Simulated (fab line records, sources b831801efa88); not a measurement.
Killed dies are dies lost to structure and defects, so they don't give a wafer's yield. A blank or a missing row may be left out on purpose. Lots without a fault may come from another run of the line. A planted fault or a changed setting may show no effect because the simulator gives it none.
Problem report in the 8D (eight disciplines) form, filled by code | flow sky130 | the parts of the form that need people (team, actions taken, sign-off) are left out

1. THE PROBLEM
VIA1_W_RS at SKY_VIA1_RS_MEAS_22 reads a mean of 0.278 ohm/sq on 3 wafers of 2 lots; wafers without a fault read 0.426 ohm/sq with a standard deviation of 0.0066. That is -22 standard deviations from the usual mean.
The step: measures by four-point-probe.
First seen on wafer L736.6, day 38 19:34, on film_metro-03. The record holds 30 wafers of 10 lots with a number at this step. Rule for "out", or "out of limits": more than 4 standard deviations from the usual mean. The other wafers with a number count as sound.

2. WHAT IT IS AND WHAT IT IS NOT
question                    | is                           | is not
which readings at this step | VIA1_W_RS                    | -
which lots                  | L736, L739                   | L722, L723, L724, L727, L729, L731, L732, L737
which wafers of those lots  | L736.6, L739.4, L739.6       | L736.3, L736.5, L739.1
read on which gauges        | film_metro-01, film_metro-03 | film_metro-02
when                        | from day 38 19:34            | up to then (23 sound wafers); but 4 sound wafers of L737, L739 came after

3. SUSPECTS, AND WHAT RULES EACH OUT
Counting: a tool at a process step up to the reading stays a suspect if it ran every lot that is out. Sound lots after the first of them don't rule it out here, since some wafers of a struck lot are sound.
- the gauge at SKY_VIA1_RS_MEAS_22: ruled out. The wafers that are out were read on 2 gauges (film_metro-01, film_metro-03).
- cvd_w-02 at SKY_VIA1_CVD_21 (deposits W, target thk 270 nm, time 80.902 s): kept. It ran every lot that is out, first L736 (day 38 19:28); its last sound lot up to then is L732 (day 37 09:24).
- Within cvd_w-02 at SKY_VIA1_CVD_21: the wafers that are out ran in chamber 0; their sound lot-mates ran in chamber 1.
Left after counting: cvd_w-02 at SKY_VIA1_CVD_21.

4. THE CAUSE (what the simulator had put in)
Process parameter drift: cvd_w-02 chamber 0, from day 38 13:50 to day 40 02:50, at SKY_VIA1_CVD_21. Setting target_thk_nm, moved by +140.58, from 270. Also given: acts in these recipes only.
Counting left only this tool.

5. THE CHAIN OF EFFECTS, in route order
Each row: a reading whose mean over the struck wafers that have a number lies more than 3 standard deviations from the usual. Only readings for which the record gives a usual standard deviation are gone through. hours: the time from each lot's start at the first step in this table that gives one to its start at this step, as a median over the lots. sigmas: the change in usual standard deviations.
hours | step                 | reading            | usual        | on struck wafers | change | sigmas
0     | SKY_VIA1_RS_MEAS_22  | VIA1_W_RS          | 0.426 ohm/sq | 0.278            | -0.148 | -22
0     | SKY_VIA1_THK_MEAS_23 | VIA1_W_THK         | 265 nm       | 399              | +134   | +29
0     | SKY_VIA1_CMP_24      | time_to_endpoint_s | 65 s         | 102              | +37    | +11
The process steps in it:
- SKY_VIA1_CMP_24: polishes, stops on SiO2, t overpolish 15 s, target thk 0 nm.

6. WHAT WOULD HAVE CAUGHT IT SOONER
In this record the first reading out of limits at a measuring or inspecting step was taken at day 38 19:34, 6 hours after the fault began at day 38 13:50.
Of the tool readings at SKY_VIA1_CVD_21 for which the record gives a usual standard deviation, none was out on any struck wafer, so an alarm limit of 4 standard deviations on them would not have fired.
Of the lots that are out (2), L739 began SKY_VIA1_CVD_21 on cvd_w-02 after day 38 19:34. A hold on the tool at that time would have spared it.
